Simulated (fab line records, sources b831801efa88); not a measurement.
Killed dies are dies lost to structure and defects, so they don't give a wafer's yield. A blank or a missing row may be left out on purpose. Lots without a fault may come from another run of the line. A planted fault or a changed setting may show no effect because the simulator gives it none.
Which tool did it? | flow gf180mcu | 12 lots, 36 wafers sampled, at 5 steps of a route of 602

WHAT THE GAUGES READ, wafer by wafer
GF_M2_RS_MEAS_05: measures by four-point-probe.
lot  | measured     | on            | M2_ALCU_RS (ohm/sq)
L901 | day 18 08:04 | film_metro-04 | 0.0687 0.0682 0.0683
L902 | day 18 18:47 | film_metro-02 | 0.0695 0.0675 0.0688
L903 | day 19 05:19 | film_metro-04 | 0.0672 0.0682 0.0681
L904 | day 19 13:08 | film_metro-02 | 0.0706 0.0689 0.0688
L905 | day 19 21:06 | film_metro-02 | 0.0704 0.0693 0.0678
L906 | day 20 08:12 | film_metro-02 | 0.0697 0.0705 0.0694
L911 | day 22 17:59 | film_metro-02 | 0.0683 0.0694 0.0697
L913 | day 23 04:46 | film_metro-02 | 0.0677 0.0696 0.0684
L918 | day 24 14:25 | film_metro-01 | 0.0687 0.0696 0.0683
L922 | day 25 23:51 | film_metro-01 | 0.0699 0.0695 0.0696
L921 | day 26 00:11 | film_metro-02 | 0.0694 0.0693 0.0686
L923 | day 26 09:53 | film_metro-01 | 0.0684 0.0690 0.0688

GF_M2_CD_MEAS_14: target cd 280 nm.
lot  | measured     | on        | cd_nm (nm)
L901 | day 19 07:55 | cd_sem-01 | 278.3 279.4 278.3
L902 | day 19 19:23 | cd_sem-02 | 280.1 280.4 281.0
L903 | day 20 05:29 | cd_sem-02 | 279.2 279.4 278.9
L904 | day 20 13:20 | cd_sem-01 | 278.4 279.2 280.7
L905 | day 20 21:13 | cd_sem-01 | 281.7 281.0 281.0
L906 | day 21 08:13 | cd_sem-01 | 280.8 281.5 281.5
L911 | day 23 16:04 | cd_sem-01 | 264.9 265.3 265.4
L913 | day 24 03:33 | cd_sem-01 | 264.6 265.4 266.4
L918 | day 25 11:59 | cd_sem-02 | 279.2 280.5 279.9
L922 | day 26 20:26 | cd_sem-02 | 280.1 280.1 280.6
L921 | day 26 20:49 | cd_sem-02 | 280.8 280.5 281.8
L923 | day 27 06:44 | cd_sem-01 | 280.6 280.6 280.5

WHICH TOOL RAN EACH LOT (tool, then ch and the chambers of the sampled wafers, then the start)
lot  | GF_M2_SPUTTER_00             | GF_M2_SPUTTER_03             | GF_M2_SOFTBAKE_10
L901 | pvd_sputter-02, day 18 07:51 | pvd_sputter-02, day 18 08:01 | litho_track-03 ch 0, day 18 19:42
L902 | pvd_sputter-01, day 18 18:33 | pvd_sputter-01, day 18 18:43 | litho_track-03 ch 0, day 19 06:42
L903 | pvd_sputter-02, day 19 05:06 | pvd_sputter-02, day 19 05:16 | litho_track-03 ch 0, day 19 17:32
L904 | pvd_sputter-02, day 19 12:53 | pvd_sputter-02, day 19 13:02 | litho_track-01 ch 0, day 20 00:57
L905 | pvd_sputter-02, day 19 20:51 | pvd_sputter-02, day 19 21:01 | litho_track-01 ch 0, day 20 08:56
L906 | pvd_sputter-02, day 20 07:58 | pvd_sputter-02, day 20 08:07 | litho_track-03 ch 0, day 20 20:43
L911 | pvd_sputter-01, day 22 17:44 | pvd_sputter-01, day 22 17:54 | litho_track-01 ch 0, day 23 04:56
L913 | pvd_sputter-01, day 23 04:31 | pvd_sputter-01, day 23 04:41 | litho_track-01 ch 0, day 23 15:59
L918 | pvd_sputter-01, day 24 14:09 | pvd_sputter-01, day 24 14:19 | litho_track-03 ch 0, day 25 01:08
L922 | pvd_sputter-01, day 25 23:38 | pvd_sputter-01, day 25 23:47 | litho_track-03 ch 0, day 26 09:38
L921 | pvd_sputter-02, day 25 23:57 | pvd_sputter-02, day 26 00:07 | litho_track-03 ch 0, day 26 10:16
L923 | pvd_sputter-01, day 26 09:37 | pvd_sputter-01, day 26 09:47 | litho_track-01 ch 0, day 26 20:24
- GF_M2_SPUTTER_00: material Ti, target thk 37.5 nm, time 150 s.
- GF_M2_SPUTTER_03: material Ti, target thk 10 nm, time 6.7 s.
- GF_M2_SOFTBAKE_10: time 60 s.

WHAT THE TOOLS THEMSELVES READ (means of the sampled wafers that have a number; where no wafer has one, the mark that the record gives instead)
GF_M2_SPUTTER_00.
lot  | tool           | throttle_valve_pct (%)
L901 | pvd_sputter-02 | 31.4
L902 | pvd_sputter-01 | 28.8
L903 | pvd_sputter-02 | 30.4
L904 | pvd_sputter-02 | 30.9
L905 | pvd_sputter-02 | 31.0
L906 | pvd_sputter-02 | 30.3
L911 | pvd_sputter-01 | 29.7
L913 | pvd_sputter-01 | 28.4
L918 | pvd_sputter-01 | 28.9
L922 | pvd_sputter-01 | 29.5
L921 | pvd_sputter-02 | 30.2
L923 | pvd_sputter-01 | 29.5

GF_M2_SPUTTER_03.
lot  | tool           | throttle_valve_pct (%)
L901 | pvd_sputter-02 | 31.3
L902 | pvd_sputter-01 | 28.8
L903 | pvd_sputter-02 | 30.5
L904 | pvd_sputter-02 | 31.0
L905 | pvd_sputter-02 | 31.0
L906 | pvd_sputter-02 | 30.1
L911 | pvd_sputter-01 | 29.7
L913 | pvd_sputter-01 | 28.3
L918 | pvd_sputter-01 | 28.9
L922 | pvd_sputter-01 | 29.4
L921 | pvd_sputter-02 | 30.3
L923 | pvd_sputter-01 | 29.4

GF_M2_SOFTBAKE_10.
lot  | tool           | chill_plate_temp_C (C) | exhaust_pa (Pa) | heater_power_total_W (W) | plate_temp_C (C) | resist_line_temp_C (C)
L901 | litho_track-03 | 23.10                  | 43.1            | 93.06                    | 130.04           | 23.06
L902 | litho_track-03 | 22.78                  | 43.9            | 93.03                    | 129.96           | 23.09
L903 | litho_track-03 | 22.96                  | 44.4            | 93.03                    | 129.92           | 23.07
L904 | litho_track-01 | 22.88                  | 45.1            | 93.09                    | 129.83           | 22.98
L905 | litho_track-01 | 22.92                  | 45.1            | 93.07                    | 130.06           | 23.12
L906 | litho_track-03 | 23.17                  | 44.7            | 93.04                    | 129.89           | 22.99
L911 | litho_track-01 | 22.85                  | 45.3            | 97.36                    | 134.74           | 23.12
L913 | litho_track-01 | 22.97                  | 44.1            | 97.30                    | 134.74           | 22.81
L918 | litho_track-03 | 22.78                  | 45.0            | 93.01                    | 129.98           | 22.98
L922 | litho_track-03 | 23.09                  | 46.3            | 93.03                    | 130.15           | 22.91
L921 | litho_track-03 | 23.04                  | 43.5            | 93.11                    | 129.95           | 23.11
L923 | litho_track-01 | 22.93                  | 45.9            | 93.07                    | 130.13           | 22.95

THE ANSWER, worked out from the rows above alone
Rule: what is usual is taken from the lots themselves. Put in order of their means at a reading, lots are off if they are a third of the lots or fewer, leave a main group of 4 or more, and stand apart from it by a gap of 3 or more times the standard deviation of the main group's means; of several such gaps the widest counts. A main group whose means are all the same, to the digits that the tables above print for the reading, isn't used. A lot without any number at a reading at which 4 lots or more have one is off too. The other lots that the step has rows for count as sound. The gauges are gone through in route order, then the tools' own readings, and for those a lot's mean is taken as printed above. The first step at which some lot is off is used, and at that step the reading that is off furthest; a lot without a number counts as furthest.
Off: L911, L913, at GF_M2_CD_MEAS_14 (cd_nm). The main group: mean 280.2 nm, standard deviation 0.85.
A tool fits if, at a process step before that reading, it ran every lot that is off, and no sound lot after the first of them. The gauges at GF_M2_CD_MEAS_14 aren't tried: what is off there is off at GF_M2_SOFTBAKE_10 too, on other tools, and a gauge's error can't cause that. None of those tried fits.

WHAT THE SIMULATOR HAD PUT IN
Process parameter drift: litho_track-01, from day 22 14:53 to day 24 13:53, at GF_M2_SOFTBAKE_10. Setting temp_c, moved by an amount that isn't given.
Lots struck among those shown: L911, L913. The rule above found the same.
